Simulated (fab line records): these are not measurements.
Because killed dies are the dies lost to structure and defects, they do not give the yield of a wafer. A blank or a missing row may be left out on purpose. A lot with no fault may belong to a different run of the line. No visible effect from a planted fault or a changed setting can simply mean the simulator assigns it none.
Comparing a struck lot with a sound one    flow sfq_line    21 out of 325 route steps
Sound: wafers L984.2, L984.5, L984.6. The struck wafers were L983.2, L983.5, L983.6. The cause comes at the end.
At each step with rows: each side's tool, then ch and its chambers, then its first start. Under that, the readings that differ: sound wafers    struck wafers    difference of the means    sigmas: that difference in standard deviations of wafers without a fault.
alike: same words and numbers on both sides, and readings whose means sit less than 2 such deviations apart. not compared: any withheld reading, any reading some wafer has no value for, any bound like >300 that may hide the same value, and any number with overlapping values for which the record gives no deviation.
Wherever a step has rows on one side only, a row that says differs or no value, or a row with sigmas, the two part there. Numbers that don't overlap but have no deviation are shown without sigmas and don't part them. A reading missing from all wafers of one side parts the sides only when that side holds two or more wafers.

first, 2 steps without rows for these wafers: SFQ_TRILAYER_M1_LITHO_PEB_042 (peb time 60 s); SFQ_TRILAYER_M1_LITHO_DEVELOP_041 (time 60 s).
SFQ_M1_OVL_MEAS_911:
  struck on overlay-02, day 23 23:45; sound on overlay-01, day 24 01:38
  alike: M1_OVL
SFQ_TRILAYER_M1_BARC_OPEN_METAL_ETCH_054: etches BARC in O2, target depth 125 nm, time 41.7 s.
  sound on rie_metal-02 ch 0,1, day 24 01:40; struck on rie_metal-03 ch 0,1, day 23 23:47
  alike: drypump_motor_current_A, oes_product_au
  not compared: rf_hours_counter_h
SFQ_TRILAYER_M1_ETCH_METAL_ETCH_042: etches Nb in Cl2/Ar, stops on SiO2, target depth 240 nm, time 120 s.
  sound on rie_metal-02 ch 0,1, day 24 01:43; struck on rie_metal-03 ch 0,1, day 23 23:50
  alike: drypump_motor_current_A, oes_product_au
  not compared: rf_hours_counter_h
SFQ_TRILAYER_M1_STRIP_STRIP_043: strips in O2.
  sound on rie_metal-02 ch 0,1, day 24 01:50; struck on rie_metal-03 ch 0,1, day 23 23:58
  alike: drypump_motor_current_A, oes_product_au
  not compared: rf_hours_counter_h
then, 1 step without rows for these wafers: SFQ_TRILAYER_M1_STRIP_SOLV_CLEAN_044 (cleans in NMP, time 600 s).
SFQ_TRILAYER_I1_DEP_PECVD_045: deposits SiO2 from SiH4/N2O, time 111.11 s, target thk 500 nm.
  sound on pecvd-01 ch 0,1,2, day 24 02:37; struck on pecvd-03 ch 0,1,2, day 24 00:44
  alike: heater_power_w, throttle_valve_pct
SFQ_TRILAYER_I1_CMP_CMP_046: polishes SiO2.
  sound on cmp-01 ch 1,2, day 24 03:54; struck on cmp-02 ch 2,3, day 24 01:40
  alike: motor_current_A, time_to_endpoint_s
SFQ_I1_BOW_MEAS_912:
  struck on film_metro-03, day 24 04:41; sound on film_metro-01, day 24 06:25
  alike: I1_BOW
then, 2 steps without rows for these wafers: SFQ_TRILAYER_I1_METRO_MEASURE_047; SFQ_TRILAYER_I1_VIA_LITHO_COAT_054 (resist thk 62 nm).
SFQ_TRILAYER_I1_VIA_LITHO_COAT_049: resist thk 650 nm.
  sound on litho_track-01 ch 0, day 24 08:04; struck on litho_track-03 ch 0, day 24 06:20
reading                                                  sound                 struck                difference  sigmas
spin_speed_rpm (rpm)                                     3002.0 2997.8 3001.2  2935.8 2935.8 2937.1  -64.1       -31
model.KrF_of_TRILAYER_I1_VIA_LITHO_COAT_049.thk_nm (nm)  649.8 647.7 647.3     659.3 660 661.3       +11.9       
then, 4 steps without rows for these wafers: SFQ_TRILAYER_I1_VIA_LITHO_SOFTBAKE_053; SFQ_TRILAYER_I1_VIA_LITHO_EXPOSE_050 (exposes mask I1, target cd 500 nm); SFQ_TRILAYER_I1_VIA_LITHO_PEB_052 (peb time 60 s); SFQ_TRILAYER_I1_VIA_LITHO_DEVELOP_051 (time 60 s).
-- the record jumps here: 6 days lie between the struck wafers' starts before and after --
SFQ_I1_OVL_MEAS_913:
  struck on overlay-02, day 30 14:20; sound on overlay-02, day 30 16:44
  alike: I1_OVL
then, 1 step without rows for these wafers: SFQ_TRILAYER_I1_VIA_BARC_OPEN_VIA_ETCH_071 (etches BARC in O2, target depth 125 nm, time 41.7 s).
SFQ_TRILAYER_I1_VIA_ETCH_VIA_ETCH_052: etches SiO2 in CHF3, stops on Nb, target depth 260 nm.
  sound on rie_diel-03 ch 0,1,2, day 30 16:49; struck on rie_diel-02 ch 0,1,3, day 30 14:25
reading                                                  sound              struck           difference  sigmas
model.KrF_of_TRILAYER_I1_VIA_LITHO_COAT_049.thk_nm (nm)  526.6 526.1 526.6  538.5 537 542.1  +12.8       
  alike: drypump_motor_current_A, oes_product_au
then, 1 step without rows for these wafers: SFQ_TRILAYER_I1_VIA_STRIP_STRIP_053 (strips in O2).

## WHERE THEY PART
Within this record, at SFQ_TRILAYER_I1_VIA_LITHO_COAT_049 only. Later steps at which nothing parts them and some readings are alike: SFQ_I1_OVL_MEAS_913, SFQ_TRILAYER_I1_VIA_ETCH_VIA_ETCH_052.

WHY: the cause the simulator had injected
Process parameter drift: litho_track-03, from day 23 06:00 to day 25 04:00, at SFQ_TRILAYER_I1_VIA_LITHO_COAT_049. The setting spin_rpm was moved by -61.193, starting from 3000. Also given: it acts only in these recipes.
